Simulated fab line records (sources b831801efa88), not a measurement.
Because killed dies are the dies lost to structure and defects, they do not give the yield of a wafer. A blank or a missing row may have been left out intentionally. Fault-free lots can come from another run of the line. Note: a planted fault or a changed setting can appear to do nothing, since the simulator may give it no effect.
Which tool did it?	flow gf180mcu	13 lots, 39 wafers sampled, at 6 steps of a route of 602

## WHAT THE GAUGES READ, wafer by wafer
GF_NWELL_TW_MEAS_11.
lot	measured	on	NWELL_TW
L117	day 3 08:18	film-metro-04	1567 1571 1586
L118	day 3 13:51	film-metro-03	1572 1571 1581
L119	day 3 20:39	film-metro-01	1562 1572 1559
L120	day 3 23:45	film-metro-04	1572 1572 1575
L123	day 4 17:35	film-metro-03	1584 1595 1591
L124	day 5 00:25	film-metro-03	1591 1599 1587
L130	day 6 08:00	film-metro-03	1748 1734 1742 1747 1743 1739
L131	day 6 13:05	film-metro-01	1562 1566 1569
L132	day 6 18:21	film-metro-04	1713 1719 1709 1702 1712 1706
L135	day 7 11:53	film-metro-03	1581 1585 1575
L137	day 7 23:29	film-metro-01	1562 1562 1570
L138	day 8 03:39	film-metro-04	1555 1548 1566
L140	day 8 16:48	film-metro-04	1569 1567 1570

GF_VT_IMPLANT_RS_MEAS_47: measurement is done with a four-point probe.
lot	measured	on	NWELL_RS (ohm/sq)
L117	day 7 14:13	film-metro-01	487.2 487.6 486.5
L118	day 7 20:50	film-metro-04	489.4 487.4 487.7
L119	day 8 04:23	film-metro-04	487.7 488.2 487.0
L120	day 8 10:44	film-metro-04	489.1 488.5 487.4
L123	day 9 08:32	film-metro-03	489.1 487.4 487.4
L124	day 9 14:40	film-metro-03	487.9 486.8 486.7
L130	day 11 06:29	film-metro-04	623.2 627.7 623.9 623.5 626.1 624.3
L131	day 11 11:36	film-metro-04	487.1 487.1 487.1
L132	day 11 19:40	film-metro-04	625.9 626.4 626.8 626.9 625.6 626.2
L135	day 12 14:57	film-metro-03	487.0 487.1 485.9
L137	day 13 07:58	film-metro-01	488.0 488.1 486.7
L138	day 13 11:28	film-metro-01	489.2 490.6 487.4
L140	day 14 02:20	film-metro-04	488.0 486.6 486.1

GF_HV_LDD_CD_MEAS_07 targets a cd of 400 nm.
lot	measured	on	cd-nm (nm)
L117	day 10 02:04	cd-sem-01	400.3 399.0 396.4
L118	day 10 10:06	cd-sem-01	401.1 400.0 401.1
L119	day 10 13:52	cd-sem-02	402.2 402.2 404.2
L120	day 10 22:08	cd-sem-02	398.6 397.4 398.3
L123	day 11 23:39	cd-sem-01	403.6 401.5 401.0
L124	day 12 06:07	cd-sem-02	400.3 400.2 400.8
L131	day 14 05:40	cd-sem-02	399.9 397.5 398.5
L135	day 15 12:49	cd-sem-01	399.0 401.6 401.2
L137	day 16 08:25	cd-sem-01	399.0 397.0 400.7
L138	day 16 13:56	cd-sem-01	399.0 398.1 399.8
L140	day 17 03:05	cd-sem-02	396.3 396.9 396.1

GF_HV_LDD_OVL_MEAS_08.
lot	measured	on	HV_LDD_OVL (nm)
L117	day 10 02:10	overlay-01	2.1 2.6 1.5
L118	day 10 10:13	overlay-02	-0.4 0.0 -1.5
L119	day 10 13:57	overlay-01	1.5 1.8 1.6
L120	day 10 22:13	overlay-02	1.4 1.2 0.4
L123	day 11 23:46	overlay-01	2.2 3.4 1.6
L124	day 12 06:13	overlay-02	2.2 2.3 2.3
L131	day 14 05:47	overlay-02	2.2 2.2 1.5
L135	day 15 12:56	overlay-02	5.3 2.4 4.0
L137	day 16 08:32	overlay-01	-1.1 0.6 -0.6
L138	day 16 14:02	overlay-01	1.5 -0.2 -0.5
L140	day 17 03:12	overlay-01	0.7 2.2 0.7

## EACH LOT AND THE TOOL THAT RAN IT (in order: tool; ch and the chambers of the sampled wafers; start)
lot	GF_NWELL_IMPLANT_08	GF_VT_IMPLANT_DEHYDRATE_33
L117	implanter-04 ch 0, day 3 07:55	litho-track-01 ch 0, day 7 05:14
L118	implanter-03 ch 0, day 3 13:27	litho-track-04 ch 0, day 7 11:44
L119	implanter-04 ch 0, day 3 20:17	litho-track-01 ch 0, day 7 19:20
L120	implanter-03 ch 0, day 3 23:23	litho-track-04 ch 0, day 8 01:06
L123	implanter-03 ch 0, day 4 17:11	litho-track-01 ch 0, day 8 23:04
L124	implanter-01 ch 0, day 5 00:02	litho-track-03 ch 0, day 9 04:37
L130	implanter-03 ch 0, day 6 07:36	litho-track-01 ch 0, day 10 20:13
L131	implanter-04 ch 0, day 6 12:41	litho-track-04 ch 0, day 11 01:26
L132	implanter-03 ch 0, day 6 17:57	litho-track-03 ch 0, day 11 09:00
L135	implanter-04 ch 0, day 7 11:29	litho-track-03 ch 0, day 12 04:03
L137	implanter-04 ch 0, day 7 23:05	litho-track-01 ch 0, day 12 20:46
L138	implanter-04 ch 0, day 8 03:16	litho-track-04 ch 0, day 13 00:30
L140	implanter-01 ch 0, day 8 16:25	litho-track-03 ch 0, day 13 15:05
- GF_NWELL_IMPLANT_08
- GF_VT_IMPLANT_DEHYDRATE_33: time 62.6 s.

## WHAT THE TOOLS THEMSELVES READ (means of the sampled wafers that have a number; where no wafer has one, the mark that the record gives instead)
GF_NWELL_IMPLANT_08.
lot	tool	tilt-deg (degrees)
L117	implanter-04	0.001
L118	implanter-03	0.028
L119	implanter-04	-0.001
L120	implanter-03	0.027
L123	implanter-03	0.004
L124	implanter-01	0.024
L130	implanter-03	2.824
L131	implanter-04	0.005
L132	implanter-03	2.863
L135	implanter-04	0.004
L137	implanter-04	-0.002
L138	implanter-04	-0.000
L140	implanter-01	-0.020

GF_VT_IMPLANT_DEHYDRATE_33.
lot	tool	plate-sensor-t-centre-C (C)	plate-sensor-t-edge-C (C)
L117	litho-track-01	201.06	201.55
L118	litho-track-04	201.08	201.56
L119	litho-track-01	201.07	201.54
L120	litho-track-04	201.08	201.56
L123	litho-track-01	201.07	201.56
L124	litho-track-03	201.08	201.56
L130	litho-track-01	201.07	201.55
L131	litho-track-04	201.08	201.55
L132	litho-track-03	201.07	201.56
L135	litho-track-03	201.08	201.55
L137	litho-track-01	201.07	201.56
L138	litho-track-04	201.07	201.56
L140	litho-track-03	201.07	201.56

## THE ANSWER, worked out from the rows above alone
Rule: usual is defined by the lots themselves. The widest of any qualifying gaps counts: lots, ordered by their means at a reading, are off when they make up no more than a third of the lots, leave a main group of 4 or more, and stand apart from it by 3 or more times the standard deviation of that group's means. Not used: any main group whose means are identical at the precision the tables above print for the reading. Also off: a lot with no number at a reading for which 4 or more lots have one. Any other lot the step has rows for is counted as sound. Order of review: gauges by route order, followed by the tools' own readings, for which a lot's mean as printed above is used. The first step at which some lot is off is used, and at that step the reading that is off furthest; a lot without a number counts as furthest.
Off: L130, L132, at GF_NWELL_TW_MEAS_11 (NWELL_TW). Mean 1573 and standard deviation 11 in the main group.
If a tool, at a process step before that reading, ran all the lots that are off and no sound lot after the first of them, it fits. Not tried: the gauges at GF_NWELL_TW_MEAS_11; whatever is off there is also off at GF_NWELL_IMPLANT_08, on other tools, and gauge error can't account for it. One candidate fits, namely implanter-03 at GF_NWELL_IMPLANT_08. Its last sound lot is L123 (day 4 17:11), its first lot that is off L130 (day 6 07:36): a fault that began between those two fits.
The tool's own readings at GF_NWELL_IMPLANT_08 bear it out: on the lots that are off they differ by more than 5 times the standard deviation of the sound lots' means. tilt-deg reads 2.843 degrees there against 0.006 degrees on the sound lots.

## WHAT HAD BEEN PUT IN BY THE SIMULATOR
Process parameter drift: implanter-03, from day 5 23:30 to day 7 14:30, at GF_NWELL_IMPLANT_08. The setting tilt-deg was moved by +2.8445, starting from 0. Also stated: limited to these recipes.
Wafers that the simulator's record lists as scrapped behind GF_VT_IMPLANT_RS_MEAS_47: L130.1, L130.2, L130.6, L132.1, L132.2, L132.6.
Lots struck among those shown: L130, L132. The rule given above showed the same thing.
